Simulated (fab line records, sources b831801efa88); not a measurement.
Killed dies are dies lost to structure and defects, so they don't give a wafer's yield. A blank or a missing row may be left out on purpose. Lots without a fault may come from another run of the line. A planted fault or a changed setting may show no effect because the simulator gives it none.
A struck lot beside a sound one | flow sfq_line | 20 steps out of a route of 325
Sound: wafers L293.1, L293.2, L293.6. Struck: wafer L296.3. (L296.1, L296.5 of the same lot were not struck and are left out.) The cause comes at the end.
At each step with rows: each side's tool, then ch and its chambers, then its first start. Under that, the readings that differ: sound wafers | struck wafers | difference of the means | sigmas: that difference in standard deviations of wafers without a fault.
alike: readings whose means differ by less than 2 such deviations, and words and numbers that are the same on both sides. not compared: withheld readings, readings that some wafer has no value for, bounds like >300 that may hide the same value, and numbers for which the record gives no deviation and whose values overlap.
The two part at a step that has a row with sigmas, a row that says differs or no value, or rows on one side only. Numbers that don't overlap but have no deviation are shown without sigmas and don't part them. A reading that every wafer of one side lacks parts them only if that side has two wafers or more.

first, 3 steps without rows for these wafers: SFQ_TRILAYER_I1_VIA_LITHO_EXPOSE_050 (exposes mask I1, target cd 500 nm); SFQ_TRILAYER_I1_VIA_LITHO_PEB_052 (peb time 60 s); SFQ_TRILAYER_I1_VIA_LITHO_DEVELOP_051 (time 60 s).
SFQ_I1_OVL_MEAS_913:
  sound on overlay-01, day 25 04:23; struck on overlay-01, day 25 11:35
  alike: I1_OVL
SFQ_TRILAYER_I1_VIA_BARC_OPEN_VIA_ETCH_071: etches BARC in O2, target depth 125 nm, time 41.7 s.
  sound on rie_diel-01 ch 2,3, day 25 04:25; struck on rie_diel-01 ch 3, day 25 11:37
  alike: drypump_motor_current_A, oes_product_au
  not compared: rf_hours_counter_h
SFQ_TRILAYER_I1_VIA_ETCH_VIA_ETCH_052: etches SiO2 in CHF3, stops on Nb, target depth 260 nm.
  sound on rie_diel-01 ch 2,3, day 25 04:28; struck on rie_diel-01 ch 3, day 25 11:40
  alike: drypump_motor_current_A, oes_product_au
SFQ_TRILAYER_I1_VIA_STRIP_STRIP_053: strips in O2.
  sound on rie_metal-01 ch 0,1, day 25 04:35; struck on rie_metal-04 ch 1, day 25 11:47
  alike: drypump_motor_current_A, oes_product_au
  not compared: rf_hours_counter_h
then, 2 steps without rows for these wafers: SFQ_TRILAYER_I1_VIA_STRIP_SOLV_CLEAN_054 (cleans in NMP, time 600 s); SFQ_TRILAYER_M2_DEP_PRE_CLEAN_056 (time 22.5 s).
SFQ_TRILAYER_M2_DEP_SPUTTER_055: material Nb, target thk 200 nm, time 133.3 s.
  sound on pvd_sputter-04, day 25 05:23; struck on pvd_sputter-03, day 25 12:36
  alike: cathode_dc_power_W, throttle_valve_pct
SFQ_M2_RS_MEAS_914: measures by four-point-probe.
  sound on film_metro-02, day 25 05:28; struck on film_metro-03, day 25 12:41
  alike: M2_NB_RS
SFQ_TRILAYER_M2_LITHO_COAT_062: resist thk 62 nm.
  sound on litho_track-01 ch 0, day 25 05:39; struck on litho_track-02 ch 0, day 25 12:52
  reading                                              | sound           | struck | difference | sigmas
  model.BARC_of_TRILAYER_M2_LITHO_COAT_062.thk_nm (nm) | 61.7 61.6 61.46 | 60.4   | -1.2       |
  alike: chill_plate_temp_C
then, 5 steps without rows for these wafers: SFQ_TRILAYER_M2_LITHO_COAT_057 (resist thk 600 nm); SFQ_TRILAYER_M2_LITHO_SOFTBAKE_061; SFQ_TRILAYER_M2_LITHO_EXPOSE_058 (exposes mask M2, target cd 500 nm); SFQ_TRILAYER_M2_LITHO_PEB_060 (peb time 60 s); SFQ_TRILAYER_M2_LITHO_DEVELOP_059 (time 60 s).
-- the record jumps here: 7 days lie between the struck wafers' starts before and after --
SFQ_M2_OVL_MEAS_916:
  sound on overlay-02, day 32 12:06; struck on overlay-01, day 32 18:06
  alike: M2_OVL
SFQ_TRILAYER_M2_BARC_OPEN_METAL_ETCH_077: etches BARC in O2, target depth 125 nm, time 41.7 s.
  sound on rie_metal-02 ch 0,1, day 32 12:08; struck on rie_metal-03 ch 1, day 32 18:08
  reading                  | sound           | struck | difference | sigmas
  model.etch.depth_nm (nm) | 61.7 61.6 61.46 | 60.4   | -1.2       |
  alike: drypump_motor_current_A, oes_product_au
  not compared: rf_hours_counter_h
SFQ_TRILAYER_M2_ETCH_METAL_ETCH_060: etches Nb in Cl2/Ar, stops on SiO2, target depth 240 nm, time 120 s.
  sound on rie_metal-02 ch 0,1, day 32 12:12; struck on rie_metal-03 ch 1, day 32 18:16
  alike: drypump_motor_current_A, oes_product_au
  not compared: rf_hours_counter_h

WHERE THEY PART
Nowhere in this record.

WHY: what the simulator had put in
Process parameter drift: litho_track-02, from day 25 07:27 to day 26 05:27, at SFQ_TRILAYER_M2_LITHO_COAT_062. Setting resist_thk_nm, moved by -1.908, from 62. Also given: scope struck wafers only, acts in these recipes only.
